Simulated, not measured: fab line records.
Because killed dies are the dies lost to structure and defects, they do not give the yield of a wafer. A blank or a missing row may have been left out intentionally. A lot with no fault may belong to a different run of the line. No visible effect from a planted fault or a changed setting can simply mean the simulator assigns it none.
Split-lot study + flow sky130 + on a route of 708 steps: 5 lots, 23 wafers read

== SPLIT DETAILS ==
At SKY_SD_N_COAT_02 (resist thk 1140 nm), the setting spin_rpm was moved away from the recipe's 3000 rpm on 10 of the 23 wafers read, by -6.2% to +5.9%. The other wafers ran this setting at the recipe's value.

The reading comes from the split's own step.

== THE READING ==
NOVOLAK_of_SD_N_COAT_02.thk_nm (the simulator's own value, which no gauge read), in nm, at SKY_SD_N_COAT_02 (resist thk 1140 nm). The file gives no usual value for it. Across the 13 wafers here that went through the recipe, the average is 1139 nm and the standard deviation 3.3 nm.

| wafer  | tool, chamber at the split | spin_rpm as run, rpm | against the recipe | NOVOLAK_of_SD_N_COAT_02.thk_nm, nm | against lot-mates on the recipe |
|--------|----------------------------|----------------------|--------------------|------------------------------------|---------------------------------|
| L076.1 | litho_track-03, 0          | 3088                 | +2.9%              | 1125                               | -15                             |
| L076.4 | litho_track-03, 0          | 3088                 | +2.9%              | 1125                               | -15                             |
| L076.3 | litho_track-03, 0          | 3088                 | +2.9%              | 1126                               | -14                             |
| L076.5 | litho_track-03, 0          | 3000                 | recipe             | 1141                               | -                               |
| L076.6 | litho_track-03, 0          | 3000                 | recipe             | 1139                               | -                               |
| L077.1 | litho_track-03, 0          | 2815                 | -6.2%              | 1178                               | +39                             |
| L077.2 | litho_track-03, 0          | 3000                 | recipe             | 1140                               | -                               |
| L077.3 | litho_track-03, 0          | 3000                 | recipe             | 1137                               | -                               |
| L077.4 | litho_track-03, 0          | 3000                 | recipe             | 1139                               | -                               |
| L077.5 | litho_track-03, 0          | 2815                 | -6.2%              | 1173                               | +34                             |
| L079.1 | litho_track-01, 0          | 3177                 | +5.9%              | 1112                               | -32                             |
| L079.2 | litho_track-01, 0          | 3000                 | recipe             | 1145                               | -                               |
| L079.3 | litho_track-01, 0          | 3000                 | recipe             | 1142                               | -                               |
| L079.5 | litho_track-01, 0          | 3177                 | +5.9%              | 1110                               | -34                             |
| L079.6 | litho_track-01, 0          | 3177                 | +5.9%              | 1110                               | -34                             |
| L081.1 | litho_track-01, 0          | 3000                 | recipe             | 1140                               | -                               |
| L081.2 | litho_track-01, 0          | 3000                 | recipe             | 1132                               | -                               |
| L081.5 | litho_track-01, 0          | 3000                 | recipe             | 1135                               | -                               |
| L084.2 | litho_track-03, 0          | 2827                 | -5.8%              | 1172                               | +33                             |
| L084.3 | litho_track-03, 0          | 3000                 | recipe             | 1136                               | -                               |
| L084.4 | litho_track-03, 0          | 3000                 | recipe             | 1139                               | -                               |
| L084.5 | litho_track-03, 0          | 3000                 | recipe             | 1143                               | -                               |
| L084.6 | litho_track-03, 0          | 2827                 | -5.8%              | 1175                               | +36                             |

THE FIT
A straight line over all 23 wafers: NOVOLAK_of_SD_N_COAT_02.thk_nm changes by -5.4 nm for each +1% of spin_rpm; r = -0.99; the points scatter about the line by 3.2 nm.
The same after taking each lot's own level away (the mean of its wafers on the recipe; 23 wafers): -5.72 nm for each +1%; r = -0.99; scatter 2.2 nm.
According to that fit, moving spin_rpm by its largest amount changes the reading by 35 nm.
From 1135.7 to 1143.5 nm: that is the span of the lots' own levels, equal to 2.3 times the standard deviation above.
Consequently the slope shifts little with the lot-to-lot level, the two slopes agreeing.
Check: +35.1 nm against its lot-mates is what the line predicts for one of the wafers moved furthest among these (-6.2%) when that wafer is left out of the fit. Against them it came out at +39.3 nm.

== ADDITIONAL SPLITS CARRIED BY THESE WAFERS ==
Note: prior to the reading, these wafers also went through further splits. Each is held against what the fit with the lots' levels taken away leaves over:
| other split on the same wafers        | wafers away from the commonest value | r with NOVOLAK_of_SD_N_COAT_02.thk_nm (lot level and that fit taken away) |
|---------------------------------------|--------------------------------------|---------------------------------------------------------------------------|
| SKY_RES_PROTECT_COAT_02 resist_thk_nm | 12                                   | +0.20                                                                     |
| SKY_POLY_GATE_EXPOSE_10 dose_mj       | 7                                    | -0.13                                                                     |
| SKY_LDD_N_IMPLANT_15 energy_kev       | 9                                    | +0.03                                                                     |
| SKY_LDD_P_COAT_02 spin_rpm            | 8                                    | -0.08                                                                     |
| SKY_LDD_HVN_IMPLANT_08 dose_cm2       | 11                                   | -0.07                                                                     |
| SKY_POLY_CUT_COAT_03 spin_rpm         | 7                                    | -0.05                                                                     |
| SKY_POLY_CUT_ETCH_10 ion_energy_ev    | 6                                    | -0.09                                                                     |
| SKY_SD_P_DEVELOP_06 develop_time_s    | 8                                    | +0.22                                                                     |

== THE WHOLE CHAIN: every reading that the file lists as answering this split, in the file's order ==
| step              | what it does       | reading                                                                         | change (the file's fit)              | r (the file's) |
|-------------------|--------------------|---------------------------------------------------------------------------------|--------------------------------------|----------------|
| SKY_SD_N_COAT_02  | resist thk 1140 nm | NOVOLAK_of_SD_N_COAT_02.thk_nm (the simulator's own value, which no gauge read) | -5.73 nm for each +1% of the setting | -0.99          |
| SKY_SD_N_STRIP_11 | strips in O2/N2    | strip_time_to_endpoint_s                                                        | withheld for each +1% of the setting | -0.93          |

== FILE'S OWN FIT ==
NOVOLAK_of_SD_N_COAT_02.thk_nm changes by -5.73 nm for each +1% of spin_rpm, r = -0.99.
